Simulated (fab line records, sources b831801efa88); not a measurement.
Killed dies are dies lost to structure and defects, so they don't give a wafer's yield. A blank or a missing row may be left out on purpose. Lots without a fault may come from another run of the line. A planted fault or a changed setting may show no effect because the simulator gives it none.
A struck lot beside a sound one | flow gf180mcu | 15 steps out of a route of 602
Sound: wafers L354.3, L354.4, L354.6. Struck: wafers L367.4, L367.5, L367.6. The cause comes at the end.
At each step with rows: each side's tool, then ch and its chambers, then its first start. Under that, the readings that differ: sound wafers | struck wafers | difference of the means | sigmas: that difference in standard deviations of wafers without a fault.
alike: readings whose means differ by less than 2 such deviations, and words and numbers that are the same on both sides. not compared: withheld readings, readings that some wafer has no value for, bounds like >300 that may hide the same value, and numbers for which the record gives no deviation and whose values overlap.
The two part at a step that has a row with sigmas, a row that says differs or no value, or rows on one side only. Numbers that don't overlap but have no deviation are shown without sigmas and don't part them. A reading that every wafer of one side lacks parts them only if that side has two wafers or more.

first, 6 steps without rows for these wafers: GF_TOP_METAL_HMDS_08 (prime time 60 s); GF_TOP_METAL_COAT_09 (resist thk 1500 nm); GF_TOP_METAL_SOFTBAKE_10 (time 60 s); GF_TOP_METAL_EXPOSE_11 (exposes mask MetalTop, target cd 440 nm); GF_TOP_METAL_PEB_12; GF_TOP_METAL_DEVELOP_13 (develop time 60 s).
GF_TOP_METAL_CD_MEAS_14: target cd 440 nm.
  sound on cd_sem-02, day 28 04:05; struck on cd_sem-01, day 31 23:55
  alike: cd_nm
GF_TOP_METAL_OVL_MEAS_15:
  sound on overlay-01, day 28 04:11; struck on overlay-01, day 31 23:59
  alike: TOP_METAL_OVL
GF_TOP_METAL_METAL_ETCH_16: etches the open film in Cl2/BCl3, stops on SiO2, target depth 1077.5 nm, time 179.6 s.
  sound on rie_metal-01 ch 0,1, day 28 04:16; struck on rie_metal-02 ch 0,1, day 32 00:04
  alike: bias_w, drypump_motor_current_A, oes_product_au, throttle_valve_pct
  not compared: rf_hours_counter_h
GF_TOP_METAL_STRIP_17: strips in O2/N2.
  sound on plasma_asher-02 ch 0,1, day 28 04:25; struck on plasma_asher-03 ch 0,1, day 32 00:13
  alike: drypump_motor_current_A, heater_power_w, oes_product_au, strip_time_to_endpoint_s
  not compared: rf_hours_counter_h
then, 2 steps without rows for these wafers: GF_TOP_METAL_STRIP_18 (strips in post etch residue remover, time 1200 s); GF_TOP_METAL_CLEAN_19 (cleans in DIW).
GF_PASSIVATION_CVD_00: deposits SiO2 from TEOS, target thk 1000 nm, time 111.95 s.
  sound on pecvd-04 ch 0,2, day 28 04:58; struck on pecvd-04 ch 0,1,2, day 32 00:46
  reading                                      | sound             | struck            | difference | sigmas
  run_length_s (s)                             | 140.7 140.8 140.6 | 143.7 143.6 142.1 | +2.4       | +4
  model.SiO2_of_PASSIVATION_CVD_00.thk_nm (nm) | 1007 1018 1004    | 1034 1036 1022    | +21        |
  alike: heater_power_w
GF_PASSIVATION_THK_MEAS_01:
  sound on film_metro-04, day 28 05:04; struck on film_metro-02, day 32 00:50
  alike: PASSIVATION_CVD_00_THK
then, 1 step without rows for these wafers: GF_PASSIVATION_PROBE_99.

WHERE THEY PART
Only at GF_PASSIVATION_CVD_00, within this record. Later steps at which nothing parts them and some readings are alike: GF_PASSIVATION_THK_MEAS_01.

WHY: what the simulator had put in
Process parameter drift: pecvd-04, from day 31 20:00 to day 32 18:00, at GF_PASSIVATION_CVD_00. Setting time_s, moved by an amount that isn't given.
